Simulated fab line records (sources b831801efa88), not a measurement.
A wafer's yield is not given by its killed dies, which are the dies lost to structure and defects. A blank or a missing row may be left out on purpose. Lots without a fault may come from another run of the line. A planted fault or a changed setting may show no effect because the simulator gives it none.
fab line records -- flow sky130
record lots=5, wafers=15, last-day=50
route steps=708 shown SD_P@328 RES_XHIGH@332 SD_N@342
lots that met no fault: from a run of the same line without faults
start-h: hours from the record's first day to the start of the lot's first wafer shown -- wait-h: hours elapsed since this lot's preceding step -- " unchanged from the row above -- L1.1+2: several wafers, shown together as one row -- - no value, or no start given -- * or withheld: withheld -- < > ~ a bound
route shown NAME@n: a module of which the file shows steps, and the number in the route of the first -- usual: mean/standard deviation taken from wafers without a fault -- same: alike in all rows -- chamber/n: place in a boat -- sites: per-site readings -- _std_site: their standard deviation -- _edge_site: the outer-site mean with the inner-site mean subtracted -- radius-mm: for every site, how far away it sits from the centre of the wafer -- mask NAME#n: copy n -- behind: tool/chamber where the wafer was last shaped -- hold: what put the lot on hold/how long, in hours/how the hold closed -- device: transistor that didn't switch, given as n, p or np -- end of line: tests run on the same wafers once the route is complete -- a step given without rows: its recipe and nothing more -- killed: at the first sort, the dies lost to defects and structure; wafer yield is something else -- map: dies across one wafer; x = killed, . = not, _ = none there
set.NAME: the run value of the setting; set.NAME@STEP: its run value at that earlier step -- model.NAME: the simulator's own value behind a step, which no gauge read
lots seen at some steps along the route; tables by step, rows by wafer
services: when a tool's chamber went out of use (start-h, in hours from the record's first day, below 0 if earlier), for how many hours, and the reason
## steps
# step SKY_SD_P_OVL_MEAS_08
# usual SD_P_OVL=-0.3/1.4
lot.wafer,tool,chamber,start-h,wait-h,SD_P_OVL[nm]
L738.1,overlay-02,-,593.62,0.1,-0.1
L738.4,overlay-02,-,593.62,0.1,0.9
L738.5,overlay-02,-,593.62,0.1,-0.1
L745.1,overlay-01,-,648.84,0.1,-0.7
L745.4,overlay-01,-,648.84,0.1,-1.9
L745.5,overlay-01,-,648.84,0.1,-0.9
L755.1,overlay-02,-,730.89,0.1,-2.4
L755.3,overlay-02,-,730.89,0.1,-1.7
L755.6,overlay-02,-,730.89,0.1,-1.7
L756.2,overlay-02,-,737.49,0.1,-1.1
L756.3,overlay-02,-,737.49,0.1,-0.2
L756.5,overlay-02,-,737.49,0.1,-0.7
L761.1,overlay-01,-,768.09,0.1,-1.3
L761.5,overlay-01,-,768.09,0.1,0.9
L761.6,overlay-01,-,768.09,0.1,-0.2
# step SKY_SD_P_IMPLANT_09
# recipe species=BF2, energy-kev=20, dose-cm2=3e+15, tilt-deg=0
# step SKY_SD_P_STRIP_10
# recipe chemistry=O2/N2, power-w=1400, pressure-mtorr=1500, platen-temp-c=withheld, o2-flow-sccm=3000, n2-flow-sccm=300, overash-fraction=0.5
# usual drypump-motor-current-A=5.5/0.42, oes-product-au=0.618/0.0049, strip-time-to-endpoint-s=17.50/0.039
lot.wafer,tool,chamber,start-h,wait-h,drypump-motor-current-A,oes-product-au,rf-hours-counter-h,strip-time-to-endpoint-s
L738.1,plasma-asher-01,0,593.80,0.1,4.8,0.622,17,17.51
L738.4,plasma-asher-01,0,593.80,0.1,4.8,0.615,-,17.45
L738.5,plasma-asher-01,0,593.80,0.1,4.8,0.616,-,17.45
L745.1,plasma-asher-01,0,649.03,0.1,4.8,0.617,23,17.46
L745.4,plasma-asher-01,1,649.03,0.1,5.4,0.610,-,17.55
L745.5,plasma-asher-01,1,649.03,0.1,5.4,0.629,-,17.55
L755.1,plasma-asher-01,0,731.08,0.1,4.8,0.618,33,17.44
L755.3,plasma-asher-01,1,731.08,0.1,5.4,0.621,-,17.49
L755.6,plasma-asher-01,0,731.08,0.1,4.8,0.620,-,17.47
L756.2,plasma-asher-01,0,737.95,0.1,4.8,0.613,33,17.48
L756.3,plasma-asher-01,1,737.95,0.1,5.4,0.616,-,17.45
L756.5,plasma-asher-01,1,737.95,0.1,5.4,0.616,-,17.46
L761.1,plasma-asher-03,1,768.27,0.1,5.9,0.617,3,17.49
L761.5,plasma-asher-03,1,768.27,0.1,5.9,0.617,-,17.52
L761.6,plasma-asher-03,0,768.27,0.1,6.0,0.611,-,17.51
# step SKY_SD_P_TW_MEAS_11
# usual SD_P_TW=2805/27
lot.wafer,tool,chamber,start-h,wait-h,SD_P_TW
L738.1,film-metro-03,-,593.90,0.1,2808
L738.4,film-metro-03,-,593.90,0.1,2790
L738.5,film-metro-03,-,593.90,0.1,2780
L745.1,film-metro-02,-,649.13,0.1,2821
L745.4,film-metro-02,-,649.13,0.1,2823
L745.5,film-metro-02,-,649.13,0.1,2831
L755.1,film-metro-02,-,731.18,0.1,2835
L755.3,film-metro-02,-,731.18,0.1,2826
L755.6,film-metro-02,-,731.18,0.1,2826
L756.2,film-metro-03,-,738.06,0.1,2807
L756.3,film-metro-03,-,738.06,0.1,2801
L756.5,film-metro-03,-,738.06,0.1,2797
L761.1,film-metro-01,-,768.37,0.1,2763
L761.5,film-metro-01,-,768.37,0.1,2782
L761.6,film-metro-01,-,768.37,0.1,2781
# step SKY_RES_XHIGH_DEHYDRATE_00
# recipe temp-c=200, time-s=60
# step SKY_RES_XHIGH_HMDS_01
# recipe prime-time-s=60, prime-temp-c=120
# step SKY_RES_XHIGH_COAT_02
# recipe resist=NOVOLAK, spin-rpm=3000, resist-thk-nm=1140
# step SKY_RES_XHIGH_SOFTBAKE_03
# recipe temp-c=90, time-s=60, resist=NOVOLAK
# step SKY_RES_XHIGH_EXPOSE_04
# recipe mask-id=URPM, na=0.6, source-shape=conventional, sigma-outer=0.6, polarization=unpolarized, target-cd-nm=1270, dose-mj=140
# step SKY_RES_XHIGH_PEB_05
# recipe temp-c=withheld, time-s=*, resist=NOVOLAK
# step SKY_RES_XHIGH_DEVELOP_06
# recipe resist=NOVOLAK, developer=TMAH, develop-time-s=60, dev-temp-c=23
# step SKY_RES_XHIGH_IMPLANT_07
# recipe species=BF2, energy-kev=20, dose-cm2=3.6e+14, tilt-deg=0
# step SKY_RES_XHIGH_STRIP_08
# recipe chemistry=O2/N2, power-w=1400, pressure-mtorr=1500, platen-temp-c=withheld, o2-flow-sccm=3000, n2-flow-sccm=300, overash-fraction=0.5
# usual drypump-motor-current-A=5.3/0.4, oes-product-au=0.711/0.0043, strip-time-to-endpoint-s=14.27/0.039
lot.wafer,tool,chamber,start-h,wait-h,drypump-motor-current-A,oes-product-au,rf-hours-counter-h,strip-time-to-endpoint-s,model.NOVOLAK_of_RES_XHIGH_COAT_02.thk-nm
L738.1,plasma-asher-01,0,624.05,0.1,4.8,0.712,20,14.27,0
L738.4,plasma-asher-01,1,624.05,0.1,5.5,0.701,-,14.30,0
L738.5,plasma-asher-01,1,624.05,0.1,5.4,0.713,-,14.27,0
L745.1,plasma-asher-04,1,677.90,0.1,5.3,0.708,75,14.28,0
L745.4,plasma-asher-04,0,677.90,0.1,5.1,0.705,-,14.27,0
L745.5,plasma-asher-04,1,677.90,0.1,5.2,0.709,-,14.29,0
L755.1,plasma-asher-01,1,758.37,0.1,5.4,0.947,36,-,222
L755.3,plasma-asher-01,1,758.37,0.1,5.4,0.942,-,-,222.3
L755.6,plasma-asher-01,1,758.37,0.1,5.4,0.937,-,-,222.7
L756.2,plasma-asher-03,1,765.86,0.1,5.9,0.710,2,14.25,0
L756.3,plasma-asher-03,1,765.86,0.1,5.9,0.710,-,14.28,0
L756.5,plasma-asher-03,1,765.86,0.1,5.9,0.708,-,14.23,0
L761.1,plasma-asher-04,0,794.80,0.1,5.1,0.701,85,14.23,0
L761.5,plasma-asher-04,1,794.80,0.1,5.3,0.714,-,14.24,0
L761.6,plasma-asher-04,0,794.80,0.1,5.1,0.708,-,14.28,0
# step SKY_RES_XHIGH_TW_MEAS_09
# usual RES_XHIGH_TW=1621/14
lot.wafer,tool,chamber,start-h,wait-h,RES_XHIGH_TW
L738.1,film-metro-03,-,624.15,0.1,1619
L738.4,film-metro-03,-,624.15,0.1,1622
L738.5,film-metro-03,-,624.15,0.1,1617
L745.1,film-metro-01,-,678.00,0.1,1618
L745.4,film-metro-01,-,678.00,0.1,1611
L745.5,film-metro-01,-,678.00,0.1,1615
L755.1,film-metro-01,-,758.47,0.1,1615
L755.3,film-metro-01,-,758.47,0.1,1603
L755.6,film-metro-01,-,758.47,0.1,1603
L756.2,film-metro-03,-,765.97,0.1,1611
L756.3,film-metro-03,-,765.97,0.1,1606
L756.5,film-metro-03,-,765.97,0.1,1601
L761.1,film-metro-02,-,794.90,0.1,1644
L761.5,film-metro-02,-,794.90,0.1,1646
L761.6,film-metro-02,-,794.90,0.1,1650
# step SKY_SD_N_DEHYDRATE_00
# recipe temp-c=200, time-s=60
# step SKY_SD_N_HMDS_01
# recipe prime-time-s=60, prime-temp-c=120
# step SKY_SD_N_COAT_02
# recipe resist=NOVOLAK, spin-rpm=3000, resist-thk-nm=1140
# step SKY_SD_N_SOFTBAKE_03
# recipe temp-c=90, time-s=60, resist=NOVOLAK
# step SKY_SD_N_EXPOSE_04
# recipe mask-id=NSDM, na=0.6, source-shape=conventional, sigma-outer=0.6, polarization=unpolarized, target-cd-nm=380, dose-mj=141
# step SKY_SD_N_PEB_05
# recipe temp-c=withheld, time-s=*, resist=NOVOLAK
# step SKY_SD_N_DEVELOP_06
# recipe resist=NOVOLAK, developer=TMAH, develop-time-s=60, dev-temp-c=23
# step SKY_SD_N_CD_MEAS_07
# recipe target-cd-nm=380
# usual cd-nm=380.3/2.8
lot.wafer,tool,chamber,start-h,wait-h,cd-nm
L738.1,cd-sem-01,-,652.31,0.1,378.1
L738.4,cd-sem-01,-,652.31,0.1,379.3
L738.5,cd-sem-01,-,652.31,0.1,381.9
L745.1,cd-sem-01,-,705.61,0.1,377.6
L745.4,cd-sem-01,-,705.61,0.1,377.9
L745.5,cd-sem-01,-,705.61,0.1,377.7
L755.1,cd-sem-01,-,785.47,0.1,380.4
L755.3,cd-sem-01,-,785.47,0.1,379.1
L755.6,cd-sem-01,-,785.47,0.1,381.7
L756.2,cd-sem-01,-,792.77,0.1,380.9
L756.3,cd-sem-01,-,792.77,0.1,379.6
L756.5,cd-sem-01,-,792.77,0.1,380.9
L761.1,cd-sem-02,-,821.56,0.1,383.0
L761.5,cd-sem-02,-,821.56,0.1,382.6
L761.6,cd-sem-02,-,821.56,0.1,380.7
# step SKY_SD_N_OVL_MEAS_08
# usual SD_N_OVL=-0.8/1.7
lot.wafer,tool,chamber,start-h,wait-h,SD_N_OVL[nm]
L738.1,overlay-01,-,652.43,0.1,2.4
L738.4,overlay-01,-,652.43,0.1,2.4
L738.5,overlay-01,-,652.43,0.1,-0.9
L745.1,overlay-01,-,705.73,0.1,2.7
L745.4,overlay-01,-,705.73,0.1,-0.7
L745.5,overlay-01,-,705.73,0.1,1.0
L755.1,overlay-02,-,785.59,0.1,-2.3
L755.3,overlay-02,-,785.59,0.1,-2.3
L755.6,overlay-02,-,785.59,0.1,-0.2
L756.2,overlay-02,-,792.87,0.1,-1.3
L756.3,overlay-02,-,792.87,0.1,-2.6
L756.5,overlay-02,-,792.87,0.1,0.4
L761.1,overlay-02,-,821.68,0.1,-2.7
L761.5,overlay-02,-,821.68,0.1,-0.2
L761.6,overlay-02,-,821.68,0.1,-2.1
# step SKY_SD_N_IMPLANT_09
# recipe species=As, energy-kev=50, dose-cm2=4e+15, tilt-deg=0
# step SKY_SD_N_IMPLANT_10
# recipe species=P, energy-kev=20, dose-cm2=1e+14, tilt-deg=0
# step SKY_SD_N_STRIP_11
# recipe chemistry=O2/N2, power-w=1400, pressure-mtorr=1500, platen-temp-c=withheld, o2-flow-sccm=3000, n2-flow-sccm=300, overash-fraction=0.5
# usual drypump-motor-current-A=5.3/0.32, oes-product-au=0.527/0.0047, strip-time-to-endpoint-s=22.54/0.053
lot.wafer,tool,chamber,start-h,wait-h,drypump-motor-current-A,oes-product-au,rf-hours-counter-h,strip-time-to-endpoint-s
L738.1,plasma-asher-01,0,652.77,0.1,4.8,0.527,24,22.65
L738.4,plasma-asher-01,1,652.77,0.1,5.4,0.529,-,22.60
L738.5,plasma-asher-01,1,652.77,0.1,5.4,0.531,-,22.60
L745.1,plasma-asher-01,0,706.07,0.1,4.8,0.531,30,22.60
L745.4,plasma-asher-01,1,706.07,0.1,5.5,0.531,-,22.47
L745.5,plasma-asher-01,1,706.07,0.1,5.5,0.528,-,22.51
L755.1,plasma-asher-02,1,785.93,0.1,5.7,0.554,67,25.80
L755.3,plasma-asher-02,1,785.93,0.1,5.7,0.551,-,25.86
L755.6,plasma-asher-02,0,785.93,0.1,5.6,0.557,-,25.81
L756.2,plasma-asher-04,0,793.20,0.1,5.1,0.530,85,22.67
L756.3,plasma-asher-04,1,793.20,0.1,5.3,0.527,-,22.62
L756.5,plasma-asher-04,1,793.20,0.1,5.3,0.521,-,22.66
L761.1,plasma-asher-04,0,822.02,0.1,5.1,0.523,88,22.50
L761.5,plasma-asher-04,1,822.02,0.1,5.3,0.530,-,22.57
L761.6,plasma-asher-04,0,822.02,0.1,5.1,0.525,-,22.55
# step SKY_SD_N_TW_MEAS_12
# usual SD_N_TW=3934/39
lot.wafer,tool,chamber,start-h,wait-h,SD_N_TW
L738.1,film-metro-03,-,652.87,0.1,3909
L738.4,film-metro-03,-,652.87,0.1,3898
L738.5,film-metro-03,-,652.87,0.1,3901
L745.1,film-metro-03,-,706.17,0.1,3923
L745.4,film-metro-03,-,706.17,0.1,3925
L745.5,film-metro-03,-,706.17,0.1,3918
L755.1,film-metro-01,-,786.03,0.1,30
L755.3,film-metro-01,-,786.03,0.1,29
L755.6,film-metro-01,-,786.03,0.1,30
L756.2,film-metro-03,-,793.31,0.1,3934
L756.3,film-metro-03,-,793.31,0.1,3931
L756.5,film-metro-03,-,793.31,0.1,3942
L761.1,film-metro-02,-,822.12,0.1,3993
L761.5,film-metro-02,-,822.12,0.1,3979
L761.6,film-metro-02,-,822.12,0.1,3986
# step SKY_SD_N_CLEAN_13
# recipe chemistry=SC1/SC2, mix=1:4:20, temp-c=70, time-s=150, dry=n2-spin
## services
tool,chamber,start-h,hours,kind
plasma-asher-01,-,574.82,5.5,repair
plasma-asher-04,-,579.43,1.4,repair
plasma-asher-02,-,581.29,1.3,repair
plasma-asher-04,-,615.75,1.4,repair
plasma-asher-04,-,627.91,2.8,pm
plasma-asher-04,-,634.81,35.2,repair
plasma-asher-02,-,683.55,4.7,repair
plasma-asher-02,-,685.46,1.5,repair
plasma-asher-04,-,723.89,4.9,repair
plasma-asher-03,-,733.75,9.0,pm
plasma-asher-03,0,733.75,9.0,vent-cycle
plasma-asher-03,1,733.75,9.0,vent-cycle
plasma-asher-03,0,742.75,-,clean
plasma-asher-03,1,742.75,-,clean
plasma-asher-04,-,744.11,8.0,repair
plasma-asher-04,-,770.23,3.6,repair
## key
first-sign step=SKY_RES_XHIGH_STRIP_08, reading=oes-product-au, direction=up, sigmas=54, usual=0.711, struck=0.942
effect step=SKY_SD_N_STRIP_11, reading=strip-time-to-endpoint-s, direction=up, sigmas=61, usual=*, struck=*
effect step=SKY_SD_N_TW_MEAS_12, reading=SD_N_TW, direction=down, sigmas=99+, usual=3934, struck=30
model-effect step=SKY_RES_XHIGH_STRIP_08, value=NOVOLAK_of_RES_XHIGH_COAT_02.thk-nm, without=0, struck=222.3
met-at SKY_RES_XHIGH_STRIP_08
struck-wafers L755.1,L755.3,L755.6
sort-left-out L755.1,L755.3,L755.6
tester-left-out L755
onset-between 624.05 758.37
fault kind=strip-aborted, tool=plasma-asher-01, chamber=-, onset-h=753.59, steps=SKY_RES_XHIGH_STRIP_08, offset=0.4889, end-h=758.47
# tester-left-out: of these lots the tester's yield and bins aren't shown, on N5 and GAA mostly nor the transistor test; their killed dies are dies lost to structure and defects alone, not to doping, threshold or leakage, so they don't give the yield
# sort-left-out: the simulated sort isn't trusted on such a fault, so these wafers' sort isn't shown, and their yield isn't known
